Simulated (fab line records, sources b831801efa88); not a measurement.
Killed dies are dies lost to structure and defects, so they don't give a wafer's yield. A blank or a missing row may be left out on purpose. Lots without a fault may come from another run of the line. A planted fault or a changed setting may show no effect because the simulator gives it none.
One fault seen from 2 desks | flow sky130 | each desk has only its own numbers; what lay behind them comes last

THE METROLOGY DESK
What the gauges read, lot by lot, whatever tool the lot ran on: means of the sampled wafers that have a number. A lot is out of limits, marked OUT, if its mean lies more than 4 standard deviations from the usual mean; the brackets give that distance.
Columns: A = LOCAL_INTERCONNECT_TIN_RS at SKY_LOCAL_INTERCONNECT_RS_MEAS_01, usual 14.21 ohm/sq; B = LOCAL_INTERCONNECT_TIN_THK at SKY_LOCAL_INTERCONNECT_THK_MEAS_02, usual 97.9 nm
lot  | first seen here | A               | B
L831 | day 29 05:35    | 14.00           | 99.7
L832 | day 30 00:10    | 14.41           | 96.5
L834 | day 30 15:01    | 14.05           | 98.6
L833 | day 30 17:29    | 14.39           | 96.5
L835 | day 31 01:39    | 14.31           | 97.2
L836 | day 31 09:22    | 14.29           | 97.3
L838 | day 31 14:06    | 14.31           | 97.1
L837 | day 31 15:04    | 14.29           | 97.4
L847 | day 34 13:39    | 14.25           | 97.6
L848 | day 34 18:37    | 12.09 (-11) OUT | 115.8 (+14) OUT
L852 | day 36 00:19    | 14.31           | 97.3
L853 | day 36 11:12    | 14.40           | 96.9
This desk's finding: out of limits on L848; first on L848, day 34 18:37 (LOCAL_INTERCONNECT_TIN_RS at SKY_LOCAL_INTERCONNECT_RS_MEAS_01). In limits: L831, L832, L834, L833, L835, L836, L838, L837, L847, L852, L853.

THE TOOL OWNER'S DESK: pvd_sputter-01
The tool's own readings at SKY_LOCAL_INTERCONNECT_SPUTTER_00 (material TiN, target thk 100 nm, time 83.3 s): means of the sampled wafers that have a number, for each lot that ran on this tool. A lot is out of limits, marked OUT, if its mean lies more than 4 standard deviations from the usual mean; the brackets give that distance.
Columns: A = cathode_dc_power_W at SKY_LOCAL_INTERCONNECT_SPUTTER_00, usual 6499.8 W; B = throttle_valve_pct at SKY_LOCAL_INTERCONNECT_SPUTTER_00, usual 30.0 %
lot  | first seen here | A                        | B
L831 | day 29 05:29    | 6500.0                   | 30.3
L837 | day 31 14:59    | 6500.1                   | 30.4
L848 | day 34 18:31    | 7622.3 (+99 or more) OUT | 31.5
This desk's finding: out of limits on L848; first on L848, day 34 18:31 (cathode_dc_power_W at SKY_LOCAL_INTERCONNECT_SPUTTER_00). In limits: L831, L837.

PUT TOGETHER
The tool owner's desk could have raised an alarm at day 34 18:31, on L848.
The metrology desk could have raised an alarm at day 34 18:37, on L848.
Of the lots named, all ran SKY_LOCAL_INTERCONNECT_SPUTTER_00 on pvd_sputter-01.

WHAT THE SIMULATOR HAD PUT IN
Process parameter drift: pvd_sputter-01, from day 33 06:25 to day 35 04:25, at SKY_LOCAL_INTERCONNECT_SPUTTER_00. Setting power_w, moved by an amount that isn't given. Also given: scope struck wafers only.
Lots struck among those shown: L848.
Hours from the fault's start to each desk's first reading out of limits: the tool owner's desk, 36; the metrology desk, 36.
